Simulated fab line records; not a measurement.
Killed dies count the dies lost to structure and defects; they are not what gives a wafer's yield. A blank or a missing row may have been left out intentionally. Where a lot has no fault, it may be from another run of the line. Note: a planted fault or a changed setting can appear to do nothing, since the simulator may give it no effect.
fab line records	flow sky130
record: lots: 5	wafers: 15	lastDay: 50
route steps=708 shown POLY_GATE@229 LDD_N@237 PAD_OPEN@708
lots with no fault: from the same line, run without faults
startH: start of the lot's first displayed wafer, in hours after the record's first day	waitH: time in hours since the lot's previous step	" as in the row above	L1.1+2: one row covering several wafers at once	- no value present, or no start provided	* or withheld: withheld	< > ~ a bound
route shown NAME@n: a module of which the file shows steps, and the number in the route of the first	usual: the fault-free wafers' mean and standard deviation	same: alike in all rows	chamber/n: place in a boat	sites: each site's reading	_std_site: how widely they spread, as a standard deviation	_edge_site: inner sites' mean taken away from outer sites' mean	radiusMm: how far each site lies from the wafer's centre	mask NAME#n: copy n	behind: the tool/chamber that last shaped the wafer	hold: why the lot went on hold/how many hours it stayed there/how the hold came to an end	device: the transistor (n, p or np) that didn't switch	end of line: tests of these same wafers at the route's end	a step without rows: its recipe alone	killed: not the wafer's yield, but the dies lost to structure and defects at the first sort	map: the dies of a wafer, with x for killed, . for not killed, _ for no die there
set.NAME: the run value of the setting; set.NAME@STEP: its run value at that earlier step	model.NAME: the simulator's own value behind a step, which no gauge read
a table for each step, a row for each wafer; lots at some steps of the route
services: a tool's chamber out of use, with start hour (startH, from the record's first day; less than 0 if before it), hours out, and reason
== steps ==
step: SKY_POLY_GATE_ETCH_15
recipe: chemistry: N2/H2	target: BARC	ionEnergyEv: 200	sourceW: 500	biasW: 100	pressureMtorr: 30	n2FlowSccm: 100	h2FlowSccm: 200	stopOn: SiO2	timeS: 118.5	targetDepthA: 1100
usual: biasW: 99.97/0.29	drypumpMotorCurrentA: 5.7/0.47	oesProductAu: 0.716/0.0049	throttleValvePct: 13.212/0.0085
lot.wafer	tool	chamber	startH	waitH	biasW	drypumpMotorCurrentA	oesProductAu	rfHoursCounterH	throttleValvePct
L816.1	rieDiel-01	3	373.78	0.0	99.89	5.1	0.712	8	13.226
L816.2	"	2	"	"	100.76	5.4	0.720	94	13.219
L816.6	"	2	"	"	100.44	5.4	0.723	-	13.211
L820.1	rieDiel-01	3	403.48	0.0	99.76	5.0	0.710	8	13.231
L820.2	"	1	"	"	100.62	5.4	0.710	4	13.221
L820.6	"	3	"	"	100.20	5.1	0.716	-	13.219
L826.2	rieDiel-01	0	489.52	0.0	99.92	6.4	0.715	8	13.206
L826.4	"	3	"	"	100.32	5.1	0.715	-	13.204
L826.6	"	0	"	"	99.76	6.4	0.719	-	13.220
L833.3	rieDiel-03	3	518.13	0.0	100.07	5.9	0.714	21	13.223
L833.5	"	2	"	"	100.20	6.2	0.722	-	13.207
L833.6	"	3	"	"	100.17	5.9	0.722	-	13.229
L837.2	rieDiel-04	0	556.06	0.0	99.77	6.4	0.711	3	13.206
L837.3	"	2	"	"	100.19	6.0	0.724	82	13.226
L837.4	"	3	"	"	99.74	5.7	0.710	38	13.201
step: SKY_POLY_GATE_ETCH_16
recipe: stopOn: poly-Si	chemistry: CH3F/O2	target: Si3N4	sourceW: 400	biasW: 80	pressureMtorr: 25	ch3fFlowSccm: 40	O2_flow_sccm: 30	timeS: 147.5	targetDepthA: 750
usual: biasW: 79.97/0.24	drypumpMotorCurrentA: 5.7/0.47	oesProductAu: 0.642/0.0051	throttleValvePct: 10.535/0.009
lot.wafer	tool	chamber	startH	waitH	biasW	drypumpMotorCurrentA	oesProductAu	rfHoursCounterH	throttleValvePct
L816.1	rieDiel-01	3	373.87	0.0	79.70	5.0	0.643	8	10.548
L816.2	"	2	"	"	80.07	5.4	0.648	94	10.546
L816.6	"	2	"	"	80.37	5.4	0.634	-	10.533
L820.1	rieDiel-01	3	403.57	0.0	79.50	5.1	0.635	8	10.529
L820.2	"	1	"	"	80.15	5.3	0.642	5	10.540
L820.6	"	3	"	"	79.82	5.1	0.648	-	10.546
L826.2	rieDiel-01	0	489.60	0.0	79.69	6.4	0.634	8	10.543
L826.4	"	3	"	"	80.46	5.1	0.638	-	10.522
L826.6	"	0	"	"	79.71	6.4	0.637	-	10.532
L833.3	rieDiel-03	3	518.22	0.0	79.65	5.9	0.641	21	10.527
L833.5	"	2	"	"	80.21	6.2	0.637	-	10.536
L833.6	"	3	"	"	79.87	5.9	0.638	-	10.529
L837.2	rieDiel-04	0	556.15	0.0	79.70	6.4	0.645	3	10.537
L837.3	"	2	"	"	80.08	5.9	0.644	82	10.540
L837.4	"	3	"	"	79.74	5.7	0.647	38	10.545
step: SKY_POLY_GATE_ETCH_17
recipe: targetDepthNm: 180	stopOn: SiO2	overEtchFrac: 0.56667	chemistry: HBr/Cl2	target: poly-Si	icpW: 400	biasW: 100	pressureMtorr: 10	HBr_flow_sccm: 150	Cl2_flow_sccm: 50	timeS: 70.5
usual: biasW: 100.03/0.29	drypumpMotorCurrentA: 5.6/0.49	oesProductAu: 0.986/0.0072	throttleValvePct: 33.685/0.0092
lot.wafer	tool	chamber	startH	waitH	biasW	drypumpMotorCurrentA	oesProductAu	rfHoursCounterH	throttleValvePct
L816.1	rieSi-01	3	373.97	0.0	100.14	6.1	0.990	0	33.687
L816.2	"	1	"	"	99.93	5.0	0.994	3	33.688
L816.6	"	1	"	"	100.42	5.1	0.991	-	33.674
L820.1	rieSi-02	0	403.67	0.0	99.86	5.3	0.992	4	33.675
L820.2	"	2	"	"	99.87	5.6	0.982	3	33.681
L820.6	"	2	"	"	99.52	5.6	0.986	-	33.693
L826.2	rieSi-02	1	489.70	0.0	99.95	6.1	0.989	0	33.680
L826.4	"	0	"	"	100.07	5.3	0.990	-	33.694
L826.6	"	2	"	"	100.28	5.5	0.980	-	33.667
L833.3	rieSi-02	0	518.32	0.0	100.27	5.3	0.985	5	33.682
L833.5	"	0	"	"	99.68	5.3	0.991	-	33.697
L833.6	"	2	"	"	99.84	5.6	0.983	-	33.682
L837.2	rieSi-02	0	556.25	0.0	100.05	5.3	0.997	5	33.688
L837.3	"	2	"	"	99.59	5.5	0.984	4	33.673
L837.4	"	1	"	"	100.01	6.1	0.997	0	33.694
step: SKY_POLY_GATE_STRIP_18
recipe: chemistry: O2/N2	powerW: 1400	pressureMtorr: 1500	platenTempC: withheld	o2FlowSccm: 3000	n2FlowSccm: 300	overashFraction: 0.5
usual: drypumpMotorCurrentA: 6.0/0.4	oesProductAu: 0.361/0.0047	stripTimeToEndpointS: 3.16/0.035
lot.wafer	tool	chamber	startH	waitH	drypumpMotorCurrentA	oesProductAu	rfHoursCounterH	stripTimeToEndpointS
L816.1	plasmaAsher-03	1	374.02	0.0	6.0	0.360	68	3.15
L816.2	"	0	"	"	6.4	0.361	68	3.15
L816.6	"	0	"	"	6.4	0.360	-	3.17
L820.1	plasmaAsher-03	1	403.72	0.0	6.0	0.356	71	3.13
L820.2	"	0	"	"	6.5	0.356	71	3.22
L820.6	"	1	"	"	6.0	0.365	-	3.18
L826.2	plasmaAsher-04	1	489.76	0.0	5.9	0.354	65	3.21
L826.4	"	1	"	"	5.8	0.358	-	3.16
L826.6	"	1	"	"	5.9	0.373	-	3.25
L833.3	plasmaAsher-03	0	518.40	0.1	6.4	0.360	-	3.14
L833.5	"	0	"	"	6.4	0.354	-	3.08
L833.6	"	1	"	"	6.0	0.364	-	3.19
L837.2	plasmaAsher-01	0	556.30	0.0	6.4	0.356	86	3.14
L837.3	"	0	"	"	6.4	0.365	-	3.18
L837.4	"	1	"	"	5.9	0.368	-	3.23
step: SKY_POLY_GATE_CLEAN_19
recipe: chemistry: SC1/SC2	mix: 1:4:20	tempC: 70	timeS: 150	dry: n2Spin
step: SKY_POLY_GATE_OXIDATION_20
recipe: tempC: 850	ambient: O2	stabiliseS: 600	purgeS: 300	targetThkA: 40	oxTimeS: 899
step: SKY_POLY_GATE_THK_MEAS_21
recipe: reads: SiO2_of_POLY_GATE_OXIDATION_20
usual: POLY_GATE_OXIDATION_THK: 3.98/0.1
lot.wafer	tool	chamber	startH	waitH	POLY_GATE_OXIDATION_THK[nm]
L816.1	filmMetro-01	-	377.21	0.0	4.03
L816.2	"	-	"	"	4.05
L816.6	"	-	"	"	4.00
L820.1	filmMetro-04	-	405.34	0.0	4.14
L820.2	"	-	"	"	4.14
L820.6	"	-	"	"	4.27
L826.2	filmMetro-02	-	491.17	0.0	4.01
L826.4	"	-	"	"	3.89
L826.6	"	-	"	"	3.93
L833.3	filmMetro-02	-	519.79	0.0	3.86
L833.5	"	-	"	"	3.85
L833.6	"	-	"	"	3.84
L837.2	filmMetro-04	-	558.56	0.0	3.93
L837.3	"	-	"	"	3.95
L837.4	"	-	"	"	3.96
step: SKY_POLY_GATE_CD_MEAS_22
usual: cdNm: 150.1/2.3
lot.wafer	tool	chamber	startH	waitH	cdNm
L816.1	cdSem-01	-	377.27	0.1	153.3
L816.2	"	-	"	"	152.3
L816.6	"	-	"	"	153.3
L820.1	cdSem-02	-	405.40	0.1	149.5
L820.2	"	-	"	"	153.0
L820.6	"	-	"	"	152.5
L826.2	cdSem-02	-	491.25	0.1	151.1
L826.4	"	-	"	"	151.0
L826.6	"	-	"	"	150.9
L833.3	cdSem-02	-	519.89	0.1	149.1
L833.5	"	-	"	"	149.4
L833.6	"	-	"	"	154.8
L837.2	cdSem-01	-	558.64	0.1	146.3
L837.3	"	-	"	"	150.6
L837.4	"	-	"	"	150.1
step: SKY_LDD_N_DEHYDRATE_00
recipe: tempC: 200	timeS: 60
step: SKY_LDD_N_HMDS_01
recipe: primeTimeS: 60	primeTempC: 120
step: SKY_LDD_N_COAT_02
recipe: resist: NOVOLAK	spinRpm: 3000	resistThkNm: 300
step: SKY_LDD_N_SOFTBAKE_03
recipe: tempC: 90	timeS: 60	resist: NOVOLAK
step: SKY_LDD_N_EXPOSE_04
recipe: maskId: NTM	targetCdNm: 840	na: 0.6	sourceShape: conventional	sigmaOuter: 0.6	doseMj: 110
usual: exposureDoseMJCm2: 109.99/0.11	focusOffsetNm: 0.0/0.53
lot.wafer	tool	chamber	startH	waitH	mask	exposureDoseMJCm2	focusOffsetNm
L816.1	ilineStepper-02	0	392.55	-	NTM#0	110.01	1.7
L816.2	"	0	"	"	NTM#0	109.89	0.2
L816.6	"	0	"	"	NTM#0	109.95	0.3
L820.1	ilineStepper-02	0	421.61	-	NTM#0	109.86	0.8
L820.2	"	0	"	"	NTM#0	109.96	-0.5
L820.6	"	0	"	"	NTM#0	109.96	-1.0
L826.2	ilineStepper-02	0	506.75	-	NTM_R1#0	110.20	0.1
L826.4	"	0	"	"	NTM_R1#0	110.14	0.3
L826.6	"	0	"	"	NTM_R1#0	110.04	0.0
L833.3	ilineStepper-01	0	534.16	-	NTM#0	109.89	0.2
L833.5	"	0	"	"	NTM#0	109.98	-0.6
L833.6	"	0	"	"	NTM#0	109.84	-0.1
L837.2	ilineStepper-02	0	574.13	-	NTM#0	110.00	-0.1
L837.3	"	0	"	"	NTM#0	110.01	-0.4
L837.4	"	0	"	"	NTM#0	109.99	0.1
step: SKY_LDD_N_PEB_05
recipe: tempC: withheld	timeS: *	resist: NOVOLAK
step: SKY_PAD_OPEN_PROBE_99
usual: killed_at_M0_to_M3: 44/7.1	killed_at_M4_up: 3.3/1.8	killedAtContacts: 24/5.1	killedAtFrontEnd: 16/4.7	killedAtOther: 0.3/0.52	killedDies: 87/9.7	killedOnRim: 17/3.8	killedOpen: 47/6.8	killedShort: 39/6.7
same: grossDies: 492	killedAtBackSide: 0
lot.wafer	tool	chamber	startH	waitH	killed_at_M0_to_M3	killed_at_M4_up	killedAtContacts	killedAtFrontEnd	killedAtOther	killedDies	killedOnRim	killedOpen	killedShort
L816.1	prober-01	-	1081.75	0.1	43	3	25	18	0	89	22	44	45
L816.2	prober-01	-	1081.80	0.1	40	5	23	17	0	85	12	56	29
L816.6	prober-01	-	1082.00	0.2	32	3	21	15	1	72	15	39	33
L820.1	prober-01	-	1102.70	0.1	46	3	32	15	0	96	15	54	42
L820.2	prober-01	-	1102.75	0.1	44	1	12	13	0	70	11	41	28
L820.6	prober-01	-	1102.95	0.2	52	2	14	17	0	85	20	41	44
L826.2	prober-02	-	1155.50	0.1	43	1	22	15	0	81	15	47	32
L826.4	prober-02	-	1155.60	0.2	47	3	22	16	0	88	20	46	41
L826.6	prober-02	-	1155.70	0.2	33	6	20	19	0	78	10	43	35
L833.3	prober-02	-	1172.57	0.2	39	3	32	14	0	88	12	45	43
L833.5	prober-02	-	1172.67	0.2	33	2	15	14	0	64	17	42	22
L833.6	prober-02	-	1172.72	0.2	43	2	21	14	0	80	24	41	39
L837.2	prober-02	-	1192.22	0.1	40	1	38	17	1	97	17	57	39
L837.3	prober-02	-	1192.27	0.2	43	1	28	11	1	84	16	41	42
L837.4	prober-02	-	1192.32	0.2	31	1	25	13	2	72	13	44	26
killed by level:class
L816.1 VIA1:geometricParticle:open=9 CONTACT:geometricParticle:open=8 CONTACT:geometricParticle:short=7 VIA1:geometricParticle:short=7 FIELD_ISO:geometricParticle:short=6 VIA3:geometricParticle:open=6 VIA2:geometricParticle:open=5 POLY_GATE:geometricParticle:open=4
L816.2 VIA2:geometricParticle:open=11 VIA1:geometricParticle:open=9 CONTACT:geometricParticle:open=8 LI_CONTACT:geometricParticle:open=7 METAL1:geometricParticle:short=5 FIELD_ISO:geometricParticle:open=4 POLY_GATE:geometricParticle:open=4 LI_CONTACT:geometricParticle:short=3
L816.6 CONTACT:geometricParticle:open=12 VIA1:geometricParticle:open=7 VIA1:geometricParticle:short=6 SPACER:geometricParticle:open=4 LI_CONTACT:geometricParticle:open=4 METAL1:geometricParticle:short=4 VIA2:geometricParticle:open=3 VIA3:geometricParticle:open=3
L820.1 VIA1:geometricParticle:open=13 LI_CONTACT:geometricParticle:open=13 CONTACT:geometricParticle:open=9 VIA2:geometricParticle:open=8 LI_CONTACT:geometricParticle:short=6 VIA1:geometricParticle:short=6 FIELD_ISO:geometricParticle:short=4 POLY_GATE:geometricParticle:short=4
L820.2 VIA1:geometricParticle:open=11 VIA2:geometricParticle:open=7 POLY_GATE:geometricParticle:open=6 METAL1:geometricParticle:short=5 VIA3:geometricParticle:open=5 VIA2:geometricParticle:short=4 LI_CONTACT:geometricParticle:open=4 CONTACT:geometricParticle:short=3
L820.6 METAL1:geometricParticle:short=9 VIA1:geometricParticle:open=9 VIA3:geometricParticle:open=8 CONTACT:geometricParticle:open=7 METAL2:geometricParticle:short=6 VIA1:geometricParticle:short=6 FIELD_ISO:geometricParticle:open=5 FIELD_ISO:geometricParticle:short=4
L826.2 VIA2:geometricParticle:open=9 CONTACT:geometricParticle:open=8 VIA1:geometricParticle:open=6 METAL2:geometricParticle:short=6 VIA3:geometricParticle:open=6 FIELD_ISO:geometricParticle:short=5 FIELD_ISO:geometricParticle:open=5 METAL1:geometricParticle:short=4
L826.4 VIA1:geometricParticle:open=10 METAL1:geometricParticle:short=9 CONTACT:geometricParticle:open=9 VIA2:geometricParticle:open=7 METAL2:geometricParticle:short=6 FIELD_ISO:geometricParticle:open=5 POLY_GATE:geometricParticle:short=5 VIA3:geometricParticle:open=5
L826.6 CONTACT:geometricParticle:open=9 FIELD_ISO:geometricParticle:short=7 LOCAL_INTERCONNECT:geometricParticle:short=6 FIELD_ISO:geometricParticle:open=5 VIA1:geometricParticle:open=5 METAL1:geometricParticle:short=4 VIA3:geometricParticle:short=4 POLY_GATE:geometricParticle:open=3
L833.3 VIA1:geometricParticle:open=10 LI_CONTACT:geometricParticle:open=8 CONTACT:geometricParticle:short=8 LI_CONTACT:geometricParticle:short=7 CONTACT:geometricParticle:open=5 VIA1:geometricParticle:short=5 METAL2:geometricParticle:short=5 POLY_GATE:geometricParticle:short=4
L833.5 VIA1:geometricParticle:open=7 VIA3:geometricParticle:open=7 CONTACT:geometricParticle:open=6 VIA2:geometricParticle:open=6 FIELD_ISO:geometricParticle:open=4 LI_CONTACT:geometricParticle:open=4 FIELD_ISO:geometricParticle:short=3 POLY_GATE:geometricParticle:short=3
L833.6 VIA1:geometricParticle:open=10 VIA1:geometricParticle:short=9 VIA2:geometricParticle:open=9 CONTACT:geometricParticle:open=7 LOCAL_INTERCONNECT:geometricParticle:short=5 FIELD_ISO:geometricParticle:short=4 CONTACT:geometricParticle:short=4 VIA3:geometricParticle:open=4
L837.2 CONTACT:geometricParticle:open=15 VIA3:geometricParticle:open=9 LI_CONTACT:geometricParticle:open=8 VIA1:geometricParticle:open=8 LOCAL_INTERCONNECT:geometricParticle:short=6 FIELD_ISO:geometricParticle:short=5 POLY_GATE:geometricParticle:short=5 CONTACT:geometricParticle:short=5
L837.3 CONTACT:geometricParticle:open=11 METAL3:geometricParticle:short=8 VIA1:geometricParticle:open=8 METAL2:geometricParticle:short=7 LI_CONTACT:geometricParticle:open=6 FIELD_ISO:geometricParticle:open=4 LI_CONTACT:geometricParticle:short=4 LOCAL_INTERCONNECT:geometricParticle:short=4
L837.4 CONTACT:geometricParticle:open=11 VIA1:geometricParticle:open=8 VIA2:geometricParticle:open=7 FIELD_ISO:geometricParticle:open=6 LOCAL_INTERCONNECT:geometricParticle:short=5 VIA3:geometricParticle:open=5 LI_CONTACT:geometricParticle:open=4 CONTACT:geometricParticle:short=4
== services ==
tool	chamber	startH	hours	kind
rieDiel-01	0	350.68	11.2	repair
rieDiel-04	3	355.25	12.6	repair
ilineStepper-02	-	363.22	1.7	pm
ilineStepper-02	-	387.04	4.9	repair
plasmaAsher-03	-	403.94	1.8	repair
rieDiel-01	3	406.16	7.1	repair
rieDiel-01	0	407.09	8.8	repair
plasmaAsher-03	-	421.25	9.0	pm
rieDiel-04	-	425.43	1.2	repair
rieDiel-03	-	443.09	14.6	pm
rieDiel-03	-	458.96	0.7	repair
rieSi-02	-	472.73	1.5	repair
ilineStepper-02	-	481.19	4.4	pm
plasmaAsher-03	-	483.82	0.5	repair
rieDiel-01	1	490.07	1.3	repair
rieDiel-01	-	497.93	2.8	pm
rieDiel-01	2	507.43	7.2	repair
rieSi-02	1	509.54	20.0	repair
rieDiel-01	0	525.04	7.7	repair
plasmaAsher-03	-	535.53	1.2	repair
rieDiel-01	3	545.20	2.7	repair
plasmaAsher-03	-	552.25	15.6	pm
rieDiel-01	0	558.89	25.0	repair
rieDiel-01	3	570.65	4.5	repair
== key ==
firstSign: step: SKY_LDD_N_EXPOSE_04	reading: mask	direction: changed
effect none on later readings
metAt SKY_LDD_N_EXPOSE_04
struckWafers L826.2,L826.4,L826.6
testerLeftOut L826
onsetBetween 421.61 506.75
fault: kind: wrongMask	tool: any	chamber: -	onsetH: 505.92	steps: SKY_LDD_N_EXPOSE_04	auxCopy: NTM_R1#0	cdOffsetNm: -168	scope: struckLotsOnly
testerLeftOut: of these lots the tester's yield and bins aren't shown, on N5 and GAA mostly nor the transistor test; their killed dies are dies lost to structure and defects alone, not to doping, threshold or leakage, so they don't give the yield
